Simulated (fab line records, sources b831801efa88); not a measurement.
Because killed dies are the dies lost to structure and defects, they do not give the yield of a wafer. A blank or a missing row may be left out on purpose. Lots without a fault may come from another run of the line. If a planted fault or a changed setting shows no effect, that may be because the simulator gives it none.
fab line records -- flow sky130
record: lots: 13, wafers: 39, lastDay: 50
route steps=708 shown POLY_GATE@224 LDD_LDN@296 LI_CONTACT@383 CONTACT@420 PAD_OPEN@708
lots that met no fault: from a run of the same line without faults
startH: hours from the record's first day to the start of the lot's first wafer shown -- waitH: hours since the lot's step before -- " repeats the value in the row above -- L1.1+2: a row that stands for several wafers -- - no value, or no start given -- * or withheld: withheld -- < > ~ a bound
route shown NAME@n: names a module that has steps shown in the file, with the first one's number in the route -- usual: the fault-free wafers' mean and standard deviation -- same: alike in all rows -- chamber/n: place in a boat -- sites: each site's reading -- _std_site: the values' standard deviation -- _edge_site: mean of outer sites minus mean of inner sites -- radiusMm: how far each site lies from the wafer's centre -- mask NAME#n: copy n -- behind: the tool/chamber that last shaped the wafer -- hold: reason for holding the lot/hours on hold/outcome of the hold -- device: names the non-switching transistor (n, p or np) -- end of line: the same wafers' tests at the end of the route -- step lacking rows: just its recipe -- killed: dies lost to structure and defects at the first sort, not the wafer's yield -- map: per-die view of a wafer (x killed, . not killed, _ where there is no die)
set.NAME: the setting the step ran with; set.NAME@STEP: the setting that earlier step ran with -- model.NAME: the simulator's own value behind a step, which no gauge read
steps of the route over a sample of lots; a table a step, a row a wafer
services: when a tool's chamber went out of use (startH, in hours from the record's first day, below 0 if earlier), for how many hours, and the reason
== steps ==
step: SKY_POLY_GATE_EXPOSE_10
recipe: maskId: P1M, na: 0.68, sourceShape: conventional, sigmaOuter: 0.6, targetCdNm: 150, doseMj: 28
usual: exposureDoseMJCm2: 27.983/0.028
same: sigmaOuter: 0.6
lot.wafer,tool,chamber,startH,waitH,mask,exposureDoseMJCm2
L393.1,krfScanner-01,0,346.31,-,P1M#0,27.975
L393.5,krfScanner-01,0,346.31,-,P1M#0,27.970
L393.6,krfScanner-01,0,346.31,-,P1M#0,27.980
L394.1,krfScanner-01,0,349.54,-,P1M#0,27.945
L394.5,krfScanner-01,0,349.54,-,P1M#0,27.957
L394.6,krfScanner-01,0,349.54,-,P1M#0,27.999
L395.3,krfScanner-01,0,361.05,-,P1M#0,27.984
L395.4,krfScanner-01,0,361.05,-,P1M#0,28.009
L395.5,krfScanner-01,0,361.05,-,P1M#0,27.993
L398.1,krfScanner-01,0,380.82,-,P1M#0,27.965
L398.2,krfScanner-01,0,380.82,-,P1M#0,27.962
L398.5,krfScanner-01,0,380.82,-,P1M#0,27.990
L399.3,krfScanner-01,0,389.27,-,P1M#0,27.955
L399.4,krfScanner-01,0,389.27,-,P1M#0,27.989
L399.5,krfScanner-01,0,389.27,-,P1M#0,27.962
L400.1,krfScanner-02,0,416.48,-,P1M#0,28.004
L400.3,krfScanner-02,0,416.48,-,P1M#0,28.028
L400.6,krfScanner-02,0,416.48,-,P1M#0,27.972
L401.2,krfScanner-01,0,422.66,-,P1M#0,27.965
L401.3,krfScanner-01,0,422.66,-,P1M#0,27.970
L401.6,krfScanner-01,0,422.66,-,P1M#0,27.970
L402.2,krfScanner-02,0,422.92,-,P1M#0,27.970
L402.4,krfScanner-02,0,422.92,-,P1M#0,27.958
L402.6,krfScanner-02,0,422.92,-,P1M#0,27.962
L406.2,krfScanner-02,0,471.80,-,P1M#0,27.971
L406.5,krfScanner-02,0,471.80,-,P1M#0,28.016
L406.6,krfScanner-02,0,471.80,-,P1M#0,28.033
L407.2,krfScanner-01,0,479.85,-,P1M#0,27.967
L407.3,krfScanner-01,0,479.85,-,P1M#0,27.975
L407.6,krfScanner-01,0,479.85,-,P1M#0,27.960
L408.2,krfScanner-02,0,488.86,-,P1M#0,27.921
L408.5,krfScanner-02,0,488.86,-,P1M#0,27.953
L408.6,krfScanner-02,0,488.86,-,P1M#0,27.967
L413.1,krfScanner-02,0,510.85,-,P1M_R1#0,28.011
L413.2,krfScanner-02,0,510.85,-,P1M_R1#0,27.980
L413.6,krfScanner-02,0,510.85,-,P1M_R1#0,28.000
L416.1,krfScanner-02,0,541.19,-,P1M#0,27.965
L416.5,krfScanner-02,0,541.19,-,P1M#0,27.969
L416.6,krfScanner-02,0,541.19,-,P1M#0,28.037
step: SKY_POLY_GATE_CD_MEAS_13
recipe: targetCdNm: 150
usual: cdNm: 149.9/1.3
lot.wafer,tool,chamber,startH,waitH,cdNm
L393.1,cdSem-02,-,361.02,-,150.4
L393.5,cdSem-02,-,361.02,-,150.7
L393.6,cdSem-02,-,361.02,-,150.3
L394.1,cdSem-02,-,363.62,-,151.3
L394.5,cdSem-02,-,363.62,-,151.2
L394.6,cdSem-02,-,363.62,-,152.0
L395.3,cdSem-02,-,373.67,-,149.5
L395.4,cdSem-02,-,373.67,-,148.7
L395.5,cdSem-02,-,373.67,-,149.3
L398.1,cdSem-02,-,395.71,-,149.1
L398.2,cdSem-02,-,395.71,-,149.4
L398.5,cdSem-02,-,395.71,-,148.7
L399.3,cdSem-02,-,403.37,-,150.2
L399.4,cdSem-02,-,403.37,-,149.5
L399.5,cdSem-02,-,403.37,-,150.5
L400.1,cdSem-02,-,430.61,-,148.4
L400.3,cdSem-02,-,430.61,-,146.8
L400.6,cdSem-02,-,430.61,-,147.9
L401.2,cdSem-02,-,436.80,-,150.2
L401.3,cdSem-02,-,436.80,-,150.3
L401.6,cdSem-02,-,436.80,-,149.4
L402.2,cdSem-02,-,437.15,-,149.2
L402.4,cdSem-02,-,437.15,-,149.1
L402.6,cdSem-02,-,437.15,-,148.3
L406.2,cdSem-01,-,488.20,-,149.5
L406.5,cdSem-01,-,488.20,-,149.1
L406.6,cdSem-01,-,488.20,-,148.7
L407.2,cdSem-02,-,494.88,-,151.1
L407.3,cdSem-02,-,494.88,-,150.8
L407.6,cdSem-02,-,494.88,-,151.0
L408.2,cdSem-02,-,503.23,-,149.5
L408.5,cdSem-02,-,503.23,-,148.5
L408.6,cdSem-02,-,503.23,-,150.0
L413.1,cdSem-01,-,525.68,-,173.1
L413.2,cdSem-01,-,525.68,-,172.8
L413.6,cdSem-01,-,525.68,-,173.5
L416.1,cdSem-01,-,555.91,-,150.3
L416.5,cdSem-01,-,555.91,-,148.7
L416.6,cdSem-01,-,555.91,-,149.8
step: SKY_LDD_LDN_OVL_MEAS_07
usual: LDD_LDN_OVL: 0.4/1.6
lot.wafer,tool,chamber,startH,waitH,LDD_LDN_OVL[nm]
L393.1,overlay-02,-,514.81,0.1,-1.1
L393.5,overlay-02,-,514.81,0.1,-2.2
L393.6,overlay-02,-,514.81,0.1,-0.8
L394.1,overlay-01,-,516.51,0.1,2.7
L394.5,overlay-01,-,516.51,0.1,2.7
L394.6,overlay-01,-,516.51,0.1,2.5
L395.3,overlay-01,-,529.88,0.1,1.8
L395.4,overlay-01,-,529.88,0.1,-0.6
L395.5,overlay-01,-,529.88,0.1,1.6
L398.1,overlay-02,-,551.71,0.1,-0.7
L398.2,overlay-02,-,551.71,0.1,1.0
L398.5,overlay-02,-,551.71,0.1,-1.4
L399.3,overlay-02,-,560.13,0.1,2.6
L399.4,overlay-02,-,560.13,0.1,1.1
L399.5,overlay-02,-,560.13,0.1,1.2
L400.1,overlay-01,-,586.86,0.1,-0.7
L400.3,overlay-01,-,586.86,0.1,-1.7
L400.6,overlay-01,-,586.86,0.1,-2.2
L401.2,overlay-02,-,594.42,0.1,-0.3
L401.3,overlay-02,-,594.42,0.1,-0.2
L401.6,overlay-02,-,594.42,0.1,-1.9
L402.2,overlay-01,-,594.81,0.1,0.3
L402.4,overlay-01,-,594.81,0.1,-1.4
L402.6,overlay-01,-,594.81,0.1,2.6
L406.2,overlay-02,-,643.12,0.1,-0.7
L406.5,overlay-02,-,643.12,0.1,0.6
L406.6,overlay-02,-,643.12,0.1,-0.9
L407.2,overlay-02,-,647.86,0.1,-0.9
L407.3,overlay-02,-,647.86,0.1,-2.8
L407.6,overlay-02,-,647.86,0.1,-3.6
L408.2,overlay-02,-,656.67,0.1,1.3
L408.5,overlay-02,-,656.67,0.1,1.0
L408.6,overlay-02,-,656.67,0.1,1.2
L413.1,overlay-02,-,678.51,0.1,0.0
L413.2,overlay-02,-,678.51,0.1,0.8
L413.6,overlay-02,-,678.51,0.1,-1.7
L416.1,overlay-02,-,706.76,0.1,-0.9
L416.5,overlay-02,-,706.76,0.1,-0.6
L416.6,overlay-02,-,706.76,0.1,-1.6
step: SKY_LI_CONTACT_CVD_21
recipe: material: W, targetThkNm: 400, timeS: 120.56, tempC: 400, pressureTorr: 40
usual: heaterPowerW: 896/47
lot.wafer,tool,chamber,startH,waitH,heaterPowerW,sinceWetCleanH
L393.1,cvdW-01,0,670.73,0.0,822,267
L393.5,cvdW-01,1,670.73,0.0,925,-
L393.6,cvdW-01,0,670.73,0.0,822,-
L394.1,cvdW-02,0,671.43,0.0,922,767
L394.5,cvdW-02,1,671.43,0.0,962,-
L394.6,cvdW-02,0,671.43,0.0,903,-
L395.3,cvdW-01,1,685.07,0.1,908,-
L395.4,cvdW-01,0,685.07,0.1,833,-
L395.5,cvdW-01,1,685.07,0.1,928,-
L398.1,cvdW-01,0,705.33,0.0,817,301
L398.2,cvdW-01,1,705.33,0.0,940,301
L398.5,cvdW-01,1,705.33,0.0,907,-
L399.3,cvdW-01,0,713.63,0.1,834,-
L399.4,cvdW-01,1,713.63,0.1,911,-
L399.5,cvdW-01,1,713.63,0.1,904,-
L400.1,cvdW-02,0,737.00,0.0,906,833
L400.3,cvdW-02,1,737.00,0.0,943,-
L400.6,cvdW-02,1,737.00,0.0,920,-
L401.2,cvdW-02,0,744.03,0.0,939,840
L401.3,cvdW-02,1,744.03,0.0,934,-
L401.6,cvdW-02,1,744.03,0.0,921,-
L402.2,cvdW-01,0,744.68,0.0,829,341
L402.4,cvdW-01,0,744.68,0.0,808,-
L402.6,cvdW-01,0,744.68,0.0,834,-
L406.2,cvdW-02,0,788.79,0.0,929,885
L406.5,cvdW-02,1,788.79,0.0,945,-
L406.6,cvdW-02,0,788.79,0.0,917,-
L407.2,cvdW-01,1,793.03,0.0,913,389
L407.3,cvdW-01,1,793.03,0.0,940,-
L407.6,cvdW-01,1,793.03,0.0,918,-
L408.2,cvdW-02,0,803.74,0.0,910,900
L408.5,cvdW-02,0,803.74,0.0,914,-
L408.6,cvdW-02,1,803.74,0.0,930,-
L413.1,cvdW-02,0,821.59,0.0,925,918
L413.2,cvdW-02,1,821.59,0.0,929,918
L413.6,cvdW-02,1,821.59,0.0,937,-
L416.1,cvdW-01,0,847.00,0.0,848,443
L416.5,cvdW-01,0,847.00,0.0,840,-
L416.6,cvdW-01,1,847.00,0.0,948,-
step: SKY_CONTACT_CD_MEAS_14
recipe: targetCdNm: 170
usual: cdNm: 170.4/1.4
lot.wafer,tool,chamber,startH,waitH,cdNm
L393.1,cdSem-02,-,732.41,-,172.1
L393.5,cdSem-02,-,732.41,-,173.2
L393.6,cdSem-02,-,732.41,-,171.6
L394.1,cdSem-01,-,732.43,-,173.7
L394.5,cdSem-01,-,732.43,-,171.3
L394.6,cdSem-01,-,732.43,-,172.5
L395.3,cdSem-01,-,742.85,-,171.9
L395.4,cdSem-01,-,742.85,-,170.2
L395.5,cdSem-01,-,742.85,-,169.8
L398.1,cdSem-02,-,764.01,-,170.4
L398.2,cdSem-02,-,764.01,-,169.0
L398.5,cdSem-02,-,764.01,-,168.6
L399.3,cdSem-02,-,772.07,-,172.9
L399.4,cdSem-02,-,772.07,-,173.9
L399.5,cdSem-02,-,772.07,-,171.1
L400.1,cdSem-02,-,795.66,-,172.1
L400.3,cdSem-02,-,795.66,-,171.6
L400.6,cdSem-02,-,795.66,-,171.0
L401.2,cdSem-01,-,802.68,-,171.6
L401.3,cdSem-01,-,802.68,-,171.0
L401.6,cdSem-01,-,802.68,-,171.0
L402.2,cdSem-01,-,803.40,-,169.7
L402.4,cdSem-01,-,803.40,-,169.8
L402.6,cdSem-01,-,803.40,-,170.9
L406.2,cdSem-02,-,843.38,-,170.8
L406.5,cdSem-02,-,843.38,-,173.1
L406.6,cdSem-02,-,843.38,-,171.1
L407.2,cdSem-02,-,847.60,-,172.3
L407.3,cdSem-02,-,847.60,-,170.5
L407.6,cdSem-02,-,847.60,-,172.1
L408.2,cdSem-01,-,857.73,-,168.3
L408.5,cdSem-01,-,857.73,-,169.8
L408.6,cdSem-01,-,857.73,-,168.3
L413.1,cdSem-01,-,875.78,-,170.3
L413.2,cdSem-01,-,875.78,-,169.1
L413.6,cdSem-01,-,875.78,-,169.9
L416.1,cdSem-02,-,900.31,-,170.1
L416.5,cdSem-02,-,900.31,-,171.1
L416.6,cdSem-02,-,900.31,-,170.3
step: SKY_PAD_OPEN_PROBE_99
usual: killed_at_M0_to_M3: 44/7.1, killed_at_M4_up: 3.3/1.8, killedAtContacts: 24/5.1, killedAtFrontEnd: 16/4.7, killedAtOther: 0.3/0.52, killedDies: 87/9.7, killedOnRim: 17/3.8, killedOpen: 47/6.8, killedShort: 39/6.7
same: grossDies: 492, killedAtBackSide: 0
lot.wafer,tool,chamber,startH,waitH,killed_at_M0_to_M3,killed_at_M4_up,killedAtContacts,killedAtFrontEnd,killedAtOther,killedDies,killedOnRim,killedOpen,killedShort
L394.1,prober-01,-,1071.23,0.1,46,3,30,22,0,101,16,64,37
L394.5,prober-01,-,1071.43,0.2,60,4,36,8,0,108,24,58,50
L394.6,prober-01,-,1071.48,0.2,45,0,22,13,0,80,13,42,38
L393.1,prober-02,-,1073.39,0.1,44,6,24,16,1,91,15,49,42
L393.5,prober-02,-,1073.59,0.2,41,3,19,15,0,78,16,37,41
L393.6,prober-02,-,1073.64,0.2,43,2,18,10,0,73,15,48,25
L395.3,prober-01,-,1081.85,0.2,40,2,28,13,0,83,13,44,39
L395.4,prober-01,-,1081.90,0.2,41,4,17,11,1,74,16,28,46
L395.5,prober-01,-,1081.95,0.2,49,3,22,15,1,90,17,47,43
L398.1,prober-02,-,1097.83,0.1,44,1,22,23,0,90,16,53,36
L398.2,prober-02,-,1097.88,0.1,38,3,24,17,0,82,19,46,36
L398.5,prober-02,-,1098.03,0.2,42,5,22,28,0,97,18,54,43
L399.3,prober-01,-,1102.80,0.2,46,6,26,23,0,101,23,52,49
L399.4,prober-01,-,1102.85,0.2,51,2,20,28,0,101,17,49,52
L399.5,prober-01,-,1102.90,0.2,43,3,18,16,0,80,12,40,40
L400.1,prober-02,-,1122.28,0.1,49,3,24,23,0,99,21,57,42
L400.3,prober-02,-,1122.38,0.2,53,6,15,16,0,90,24,46,44
L400.6,prober-02,-,1122.53,0.2,47,2,22,18,0,89,15,49,40
L401.2,prober-01,-,1124.01,0.1,34,6,24,10,0,74,17,35,39
L401.3,prober-01,-,1124.06,0.2,37,4,18,16,0,75,14,40,35
L401.6,prober-01,-,1124.21,0.2,47,1,25,15,1,89,22,51,37
L402.2,prober-02,-,1125.73,0.1,42,5,18,15,0,80,14,41,38
L402.4,prober-02,-,1125.83,0.2,53,4,22,13,0,92,16,51,41
L402.6,prober-02,-,1125.93,0.2,42,3,18,14,0,77,14,53,24
L406.2,prober-01,-,1153.22,0.1,56,5,27,17,1,106,23,57,49
L406.5,prober-01,-,1153.37,0.2,63,4,18,18,1,104,19,55,49
L406.6,prober-01,-,1153.42,0.2,40,2,29,10,1,82,17,45,37
L407.2,prober-01,-,1157.00,0.1,51,2,24,17,0,94,15,53,41
L407.3,prober-01,-,1157.05,0.2,46,3,24,9,0,82,15,42,40
L407.6,prober-01,-,1157.20,0.2,48,7,14,20,1,90,13,52,38
L408.2,prober-02,-,1166.39,0.1,44,8,18,18,0,88,17,47,40
L408.5,prober-02,-,1166.54,0.2,48,2,23,24,0,97,15,63,33
L408.6,prober-02,-,1166.59,0.2,48,6,29,23,0,106,25,44,62
L413.1,prober-01,-,1175.84,0.1,40,0,21,89,0,150,52,40,39
L413.2,prober-01,-,1175.89,0.1,45,3,21,61,0,130,44,43,44
L413.6,prober-01,-,1176.09,0.2,45,0,15,111,0,171,60,39,36
L416.1,prober-02,-,1192.17,0.1,54,2,22,24,2,104,15,54,49
L416.5,prober-02,-,1192.37,0.2,31,3,25,16,1,76,14,38,37
L416.6,prober-02,-,1192.42,0.2,44,5,25,16,0,90,21,45,45
killed by level:class
L394.1 VIA2:geometricParticle:open=13 CONTACT:geometricParticle:open=12 LI_CONTACT:geometricParticle:open=9 VIA1:geometricParticle:open=8 VIA1:geometricParticle:short=7 POLY_GATE:geometricParticle:open=6 METAL1:geometricParticle:short=6 VIA3:geometricParticle:open=5
L394.5 VIA1:geometricParticle:open=16 CONTACT:geometricParticle:open=15 METAL1:geometricParticle:short=11 VIA2:geometricParticle:open=9 LI_CONTACT:geometricParticle:open=8 LI_CONTACT:geometricParticle:short=6 VIA1:geometricParticle:short=6 LOCAL_INTERCONNECT:geometricParticle:short=5
L394.6 VIA1:geometricParticle:open=14 CONTACT:geometricParticle:open=8 LI_CONTACT:geometricParticle:open=6 CONTACT:geometricParticle:short=6 VIA1:geometricParticle:short=6 VIA2:geometricParticle:short=6 METAL3:geometricParticle:short=6 FIELD_ISO:geometricParticle:open=4
L393.1 VIA1:geometricParticle:open=11 LI_CONTACT:geometricParticle:open=10 METAL1:geometricParticle:short=7 CONTACT:geometricParticle:open=6 VIA2:geometricParticle:open=5 POLY_GATE:geometricParticle:short=5 METAL3:geometricParticle:short=5 FIELD_ISO:geometricParticle:short=4
L393.5 VIA1:geometricParticle:open=11 CONTACT:geometricParticle:short=8 VIA3:geometricParticle:open=5 CONTACT:geometricParticle:open=5 FIELD_ISO:geometricParticle:short=4 POLY_GATE:geometricParticle:open=4 METAL1:geometricParticle:short=4 LOCAL_INTERCONNECT:geometricParticle:short=4
L393.6 VIA1:geometricParticle:open=14 VIA3:geometricParticle:open=9 CONTACT:geometricParticle:open=7 VIA1:geometricParticle:short=7 VIA2:geometricParticle:open=5 CONTACT:geometricParticle:short=4 METAL3:geometricParticle:short=3 LI_CONTACT:geometricParticle:open=3
L395.3 VIA1:geometricParticle:open=12 CONTACT:geometricParticle:open=9 VIA3:geometricParticle:open=9 LOCAL_INTERCONNECT:geometricParticle:short=6 LI_CONTACT:geometricParticle:open=5 VIA1:geometricParticle:short=5 CONTACT:geometricParticle:short=5 POLY_GATE:geometricParticle:short=4
L395.4 METAL2:geometricParticle:short=9 VIA1:geometricParticle:open=6 FIELD_ISO:geometricParticle:short=5 CONTACT:geometricParticle:open=5 CONTACT:geometricParticle:short=5 METAL1:geometricParticle:short=5 VIA2:geometricParticle:open=5 VIA2:geometricParticle:short=5
L395.5 CONTACT:geometricParticle:open=12 VIA1:geometricParticle:open=9 VIA2:geometricParticle:open=8 METAL2:geometricParticle:short=6 VIA3:geometricParticle:open=6 VIA3:geometricParticle:short=6 LI_CONTACT:geometricParticle:short=5 POLY_GATE:geometricParticle:short=4
L398.1 CONTACT:geometricParticle:open=9 VIA1:geometricParticle:open=9 VIA2:geometricParticle:open=8 FIELD_ISO:geometricParticle:open=7 VIA3:geometricParticle:open=7 FIELD_ISO:geometricParticle:short=5 VIA1:geometricParticle:short=5 POLY_GATE:geometricParticle:open=4
L398.2 VIA2:geometricParticle:open=11 LI_CONTACT:geometricParticle:open=8 CONTACT:geometricParticle:open=6 VIA3:geometricParticle:open=6 LOCAL_INTERCONNECT:geometricParticle:short=5 VIA1:geometricParticle:short=4 FIELD_ISO:geometricParticle:open=3 FIELD_ISO:geometricParticle:short=3
L398.5 VIA1:geometricParticle:open=14 LI_CONTACT:geometricParticle:open=9 POLY_GATE:geometricParticle:short=7 CONTACT:geometricParticle:open=7 FIELD_ISO:geometricParticle:short=6 METAL2:geometricParticle:short=6 VIA3:geometricParticle:open=6 POLY_GATE:geometricParticle:open=5
L399.3 VIA1:geometricParticle:open=12 CONTACT:geometricParticle:open=8 LI_CONTACT:geometricParticle:open=7 VIA2:geometricParticle:open=7 POLY_GATE:geometricParticle:open=6 CONTACT:geometricParticle:short=5 FIELD_ISO:geometricParticle:short=5 POLY_GATE:geometricParticle:short=5
L399.4 POLY_GATE:geometricParticle:open=10 VIA1:geometricParticle:open=8 POLY_GATE:geometricParticle:short=7 METAL2:geometricParticle:short=6 FIELD_ISO:geometricParticle:open=6 CONTACT:geometricParticle:open=6 VIA2:geometricParticle:short=6 VIA2:geometricParticle:open=6
L399.5 VIA1:geometricParticle:open=9 VIA2:geometricParticle:open=6 METAL1:geometricParticle:short=6 POLY_GATE:geometricParticle:short=5 LI_CONTACT:geometricParticle:open=5 VIA3:geometricParticle:open=5 FIELD_ISO:geometricParticle:open=4 LOCAL_INTERCONNECT:geometricParticle:short=4
L400.1 VIA2:geometricParticle:open=12 CONTACT:geometricParticle:open=11 VIA1:geometricParticle:open=10 METAL2:geometricParticle:short=10 FIELD_ISO:geometricParticle:short=9 FIELD_ISO:geometricParticle:open=7 LI_CONTACT:geometricParticle:open=6 VIA3:geometricParticle:open=4
L400.3 VIA3:geometricParticle:open=13 VIA1:geometricParticle:open=11 CONTACT:geometricParticle:open=7 METAL1:geometricParticle:short=7 FIELD_ISO:geometricParticle:short=6 VIA1:geometricParticle:short=5 METAL4:geometricParticle:short=5 LI_CONTACT:geometricParticle:open=4
L400.6 CONTACT:geometricParticle:open=10 VIA1:geometricParticle:open=10 METAL1:geometricParticle:short=8 VIA1:geometricParticle:short=7 METAL2:geometricParticle:short=6 CONTACT:geometricParticle:short=5 VIA2:geometricParticle:open=5 FIELD_ISO:geometricParticle:open=4
L401.2 VIA1:geometricParticle:open=7 CONTACT:geometricParticle:short=6 CONTACT:geometricParticle:open=6 METAL1:geometricParticle:short=5 LOCAL_INTERCONNECT:geometricParticle:short=5 FIELD_ISO:geometricParticle:open=4 METAL4:geometricParticle:short=4 VIA1:geometricParticle:short=4
L401.3 VIA1:geometricParticle:open=11 POLY_GATE:geometricParticle:short=6 VIA2:geometricParticle:open=6 CONTACT:geometricParticle:open=5 VIA3:geometricParticle:short=5 FIELD_ISO:geometricParticle:open=4 VIA3:geometricParticle:open=4 LI_CONTACT:geometricParticle:open=4
L401.6 VIA1:geometricParticle:open=13 VIA3:geometricParticle:open=7 LOCAL_INTERCONNECT:geometricParticle:short=7 VIA2:geometricParticle:open=7 METAL2:geometricParticle:short=6 CONTACT:geometricParticle:open=6 LI_CONTACT:geometricParticle:open=5 FIELD_ISO:geometricParticle:open=4
L402.2 VIA1:geometricParticle:open=12 CONTACT:geometricParticle:open=7 METAL4:geometricParticle:short=5 VIA3:geometricParticle:open=5 VIA1:geometricParticle:short=5 FIELD_ISO:geometricParticle:short=4 POLY_GATE:geometricParticle:open=4 LOCAL_INTERCONNECT:geometricParticle:short=4
L402.4 VIA1:geometricParticle:open=20 CONTACT:geometricParticle:open=10 CONTACT:geometricParticle:short=6 METAL2:geometricParticle:short=6 VIA2:geometricParticle:open=6 METAL1:geometricParticle:short=5 VIA3:geometricParticle:open=5 POLY_GATE:geometricParticle:short=4
L402.6 VIA1:geometricParticle:open=12 VIA2:geometricParticle:open=9 CONTACT:geometricParticle:open=8 VIA3:geometricParticle:open=7 FIELD_ISO:geometricParticle:open=4 LI_CONTACT:geometricParticle:open=4 VIA1:geometricParticle:short=4 VIA3:geometricParticle:short=4
L406.2 CONTACT:geometricParticle:open=12 METAL2:geometricParticle:short=12 VIA1:geometricParticle:open=10 LI_CONTACT:geometricParticle:open=6 METAL1:geometricParticle:short=6 VIA3:geometricParticle:open=6 FIELD_ISO:geometricParticle:open=5 POLY_GATE:geometricParticle:open=5
L406.5 VIA1:geometricParticle:open=21 VIA2:geometricParticle:open=9 VIA1:geometricParticle:short=8 METAL2:geometricParticle:short=8 METAL1:geometricParticle:short=7 POLY_GATE:geometricParticle:short=5 LI_CONTACT:geometricParticle:open=5 POLY_GATE:geometricParticle:open=4
L406.6 VIA1:geometricParticle:open=13 CONTACT:geometricParticle:open=10 CONTACT:geometricParticle:short=8 METAL2:geometricParticle:short=6 LI_CONTACT:geometricParticle:open=5 VIA3:geometricParticle:open=4 LOCAL_INTERCONNECT:geometricParticle:short=4 VIA1:geometricParticle:short=4
L407.2 CONTACT:geometricParticle:open=12 VIA1:geometricParticle:short=10 VIA1:geometricParticle:open=9 VIA3:geometricParticle:open=8 FIELD_ISO:geometricParticle:open=7 METAL2:geometricParticle:short=6 VIA2:geometricParticle:open=5 FIELD_ISO:geometricParticle:short=4
L407.3 VIA1:geometricParticle:open=11 CONTACT:geometricParticle:open=10 CONTACT:geometricParticle:short=7 VIA3:geometricParticle:open=6 FIELD_ISO:geometricParticle:short=5 VIA2:geometricParticle:open=5 VIA1:geometricParticle:short=5 METAL2:geometricParticle:short=5
L407.6 VIA1:geometricParticle:open=10 METAL2:geometricParticle:short=8 VIA2:geometricParticle:open=8 POLY_GATE:geometricParticle:open=6 VIA1:geometricParticle:short=6 FIELD_ISO:geometricParticle:open=5 LI_CONTACT:geometricParticle:open=5 CONTACT:geometricParticle:open=4
L408.2 VIA1:geometricParticle:open=11 LI_CONTACT:geometricParticle:open=7 VIA3:geometricParticle:open=7 CONTACT:geometricParticle:open=6 METAL2:geometricParticle:short=6 METAL4:geometricParticle:short=6 POLY_GATE:geometricParticle:short=5 POLY_GATE:geometricParticle:open=5
L408.5 VIA1:geometricParticle:open=18 CONTACT:geometricParticle:open=11 LI_CONTACT:geometricParticle:open=7 VIA3:geometricParticle:open=7 VIA3:geometricParticle:short=6 FIELD_ISO:geometricParticle:open=5 SPACER:geometricParticle:short=5 VIA2:geometricParticle:open=5
L408.6 CONTACT:geometricParticle:open=8 VIA1:geometricParticle:open=8 METAL2:geometricParticle:short=8 LI_CONTACT:geometricParticle:open=7 POLY_GATE:geometricParticle:short=6 VIA2:geometricParticle:short=6 FIELD_ISO:geometricParticle:short=5 FIELD_ISO:geometricParticle:open=5
L413.1 POLY_GATE:areaExpose=71 VIA3:geometricParticle:open=8 VIA1:geometricParticle:open=6 CONTACT:geometricParticle:short=6 FIELD_ISO:geometricParticle:open=5 CONTACT:geometricParticle:open=5 VIA3:geometricParticle:short=5 POLY_GATE:geometricParticle:open=4
L413.2 POLY_GATE:areaExpose=43 CONTACT:geometricParticle:open=10 FIELD_ISO:geometricParticle:short=9 METAL1:geometricParticle:short=7 VIA1:geometricParticle:open=7 VIA3:geometricParticle:open=6 LI_CONTACT:geometricParticle:open=5 VIA2:geometricParticle:short=5
L413.6 POLY_GATE:areaExpose=96 VIA1:geometricParticle:open=10 VIA3:geometricParticle:open=8 METAL2:geometricParticle:short=7 VIA2:geometricParticle:open=6 CONTACT:geometricParticle:short=5 VIA2:geometricParticle:short=5 FIELD_ISO:geometricParticle:open=4
L416.1 VIA1:geometricParticle:open=16 CONTACT:geometricParticle:open=9 FIELD_ISO:geometricParticle:short=8 VIA3:geometricParticle:open=7 VIA1:geometricParticle:short=7 VIA2:geometricParticle:open=6 CONTACT:geometricParticle:short=5 METAL2:geometricParticle:short=5
L416.5 CONTACT:geometricParticle:open=9 METAL2:geometricParticle:short=8 FIELD_ISO:geometricParticle:open=7 CONTACT:geometricParticle:short=7 LI_CONTACT:geometricParticle:open=4 VIA1:geometricParticle:short=4 VIA1:geometricParticle:open=4 LOCAL_INTERCONNECT:geometricParticle:open=3
L416.6 VIA1:geometricParticle:short=7 LOCAL_INTERCONNECT:geometricParticle:short=7 CONTACT:geometricParticle:open=7 METAL1:geometricParticle:short=7 VIA2:geometricParticle:open=6 POLY_GATE:geometricParticle:open=6 METAL2:geometricParticle:short=5 VIA3:geometricParticle:open=5
== services ==
tool,chamber,startH,hours,kind
krfScanner-02,-,351.06,0.2,repair
krfScanner-02,-,359.75,0.4,repair
krfScanner-02,-,378.87,1.0,pm
krfScanner-02,-,379.87,0.8,pm
krfScanner-02,-,380.62,1.3,pm
krfScanner-01,-,381.92,0.8,pm
krfScanner-02,-,385.39,1.2,repair
cvdW-01,-,390.00,14.0,pm
krfScanner-02,-,403.03,1.0,pm
cvdW-01,0,411.81,4.0,repair
krfScanner-01,-,422.76,1.0,pm
krfScanner-02,-,434.92,5.5,repair
krfScanner-01,-,471.13,1.3,pm
krfScanner-01,-,549.03,0.8,pm
krfScanner-01,-,558.75,4.0,pm
krfScanner-01,-,591.68,1.0,pm
cvdW-01,-,633.95,14.6,pm
krfScanner-01,-,647.03,1.3,pm
krfScanner-01,-,654.02,7.2,pm
krfScanner-01,-,717.83,0.8,pm
krfScanner-01,-,760.68,1.0,pm
cvdW-01,-,785.82,1.2,repair
krfScanner-01,-,822.93,1.3,pm
krfScanner-01,-,833.75,3.6,pm
== key ==
firstSign: step: SKY_POLY_GATE_EXPOSE_10, reading: mask, direction: changed
effect: step: SKY_POLY_GATE_CD_MEAS_13, reading: cdNm, direction: up, sigmas: 18, usual: 149.9, struck: 173.1
effect: step: SKY_PAD_OPEN_PROBE_99, reading: killedAtFrontEnd, direction: up, sigmas: 15, usual: 16, struck: 87
moreKillsBornAt: SKY_POLY_GATE_EXPOSE_10@krfScanner-02: 210
metAt SKY_POLY_GATE_EXPOSE_10
struckLots L413
testerLeftOut L413
notActingAt SKY_LDD_LDN_OVL_MEAS_07,SKY_LI_CONTACT_CVD_21,SKY_CONTACT_CD_MEAS_14
onsetBetween 488.86 510.85
fault: kind: wrongMask, tool: any, chamber: -, onsetH: 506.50, steps: SKY_POLY_GATE_EXPOSE_10, auxCopy: P1M_R1#0, cdOffsetNm: 22, scope: struckLotsOnly
testerLeftOut: of these lots the tester's yield and bins aren't shown, on N5 and GAA mostly nor the transistor test; their killed dies are dies lost to structure and defects alone, not to doping, threshold or leakage, so they don't give the yield
